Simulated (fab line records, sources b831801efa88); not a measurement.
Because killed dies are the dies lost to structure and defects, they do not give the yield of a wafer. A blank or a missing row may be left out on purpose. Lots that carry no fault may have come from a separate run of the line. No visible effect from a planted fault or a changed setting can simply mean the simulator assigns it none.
Struck lot and sound lot, side by side || flow sky130 || 15 steps out of a route of 708
Sound: the wafers L933.2, L933.3, L933.4. Struck: wafers L945.2, L945.3, L945.4. The cause is named last.
For every step that has rows: the tool of each side, followed by ch and its chambers, followed by its first start. Under that, the readings that differ: sound wafers || struck wafers || difference of the means || sigmas: that difference in standard deviations of wafers without a fault.
alike: same words and numbers on both sides, and readings whose means sit less than 2 such deviations apart. not compared: any withheld reading, any reading some wafer has no value for, any bound like >300 that may hide the same value, and any number with overlapping values for which the record gives no deviation.
A row with sigmas, a row that says differs or no value, or rows on one side alone: a step with any of these is where the two part. Numbers that have no deviation but don't overlap get no sigmas and don't part them. A reading that every wafer of one side lacks parts them only if that side has two wafers or more.

SKY_CONTACT_CMP_27: polishes, stops on SiO2, t overpolish 15 s, target thk 0 nm.
  sound on cmp-02 ch 0,1,3, day 31 13:38; struck on cmp-02 ch 0,1,3, day 36 05:53
  alike: head pressure psi, motor current A, overpolish run s, platen rpm, retaining ring pressure frac, time to endpoint s
SKY_METAL1_SPUTTER_00: material Ti, target thk 15 nm, time 10 s.
  sound on pvd sputter-04, day 31 13:56; struck on pvd sputter-03, day 36 06:08
  alike: throttle valve pct
SKY_METAL1_SPUTTER_01: material TiN, target thk 20 nm, time 16.7 s.
  sound on pvd sputter-04, day 31 13:58; struck on pvd sputter-03, day 36 06:10
  alike: throttle valve pct
SKY_METAL1_SPUTTER_02: material AlCu, target thk 250 nm, time 13.3 s.
  sound on pvd sputter-04, day 31 13:59; struck on pvd sputter-03, day 36 06:11
  alike: throttle valve pct
then, 1 step without rows for these wafers: SKY_METAL1_SPUTTER_03 (material Ti, target thk 5 nm, time 3.3 s).
SKY_METAL1_SPUTTER_04: material TiN, target thk 70 nm, time 58.3 s.
  sound on pvd sputter-04, day 31 14:02; struck on pvd sputter-03, day 36 06:14
  alike: throttle valve pct
SKY_METAL1_RS_MEAS_05: measurement is done with a four-point probe.
  sound on film metro-03, day 31 14:06; struck on film metro-04, day 36 06:18
  alike: METAL1_ALCU_RS
SKY_METAL1_THK_MEAS_06: measures by xrf.
  sound on film metro-03, day 31 14:13; struck on film metro-04, day 36 06:25
  alike: METAL1_ALCU_THK
then, 4 steps without rows for these wafers: SKY_METAL1_DEHYDRATE_07 (time 60 s); SKY_METAL1_HMDS_08 (prime time 60 s); SKY_METAL1_COAT_09 (resist thk 60 nm); SKY_METAL1_COAT_10 (resist thk 450 nm).
SKY_METAL1_SOFTBAKE_11: time 90 s.
  sound on litho track-04 ch 0, day 32 03:00; struck on litho track-01 ch 0, day 36 19:00
{"reading": "heater power total W (W)", "sound": "57.25 57.31 57.25", "struck": "56.75 56.96 56.70", "difference": -0.47, "sigmas": -4}
{"reading": "plate temp C (C)", "sound": "99.94 99.98 100.13", "struck": "99.33 99.34 99.50", "difference": -0.63, "sigmas": -4}
then, 1 step without rows for these wafers: SKY_METAL1_EXPOSE_12 (exposes mask MM1, target cd 140 nm).
-- the record jumps here: 12 days lie between the struck wafers' starts before and after (it left off in module METAL1 and takes up again in module PAD_OPEN, whose first step shown is number 708 of the route) --
SKY_PAD_OPEN_PROBE_99:
  sound on prober-02, day 45 17:26; struck on prober-02, day 49 03:30
{"reading": "killed at front end", "sound": "10 8 7", "struck": "15 23 16", "difference": "+10", "sigmas": "+2"}
  alike: defect limited yield, killed_at_M0_to_M3, killed_at_M4_up, killed at contacts, killed at other, killed dies, killed open, killed short, sort_bin_3_pad_short, sort_bin_5_function, sort_bin_6_memory, sort n pass, sort yield pct

WHERE THEY PART
At SKY_METAL1_SOFTBAKE_11 first; at SKY_PAD_OPEN_PROBE_99 last (within this record only).

WHY: the cause the simulator had injected
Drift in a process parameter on litho track-01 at SKY_METAL1_SOFTBAKE_11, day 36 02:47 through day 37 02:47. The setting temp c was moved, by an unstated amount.
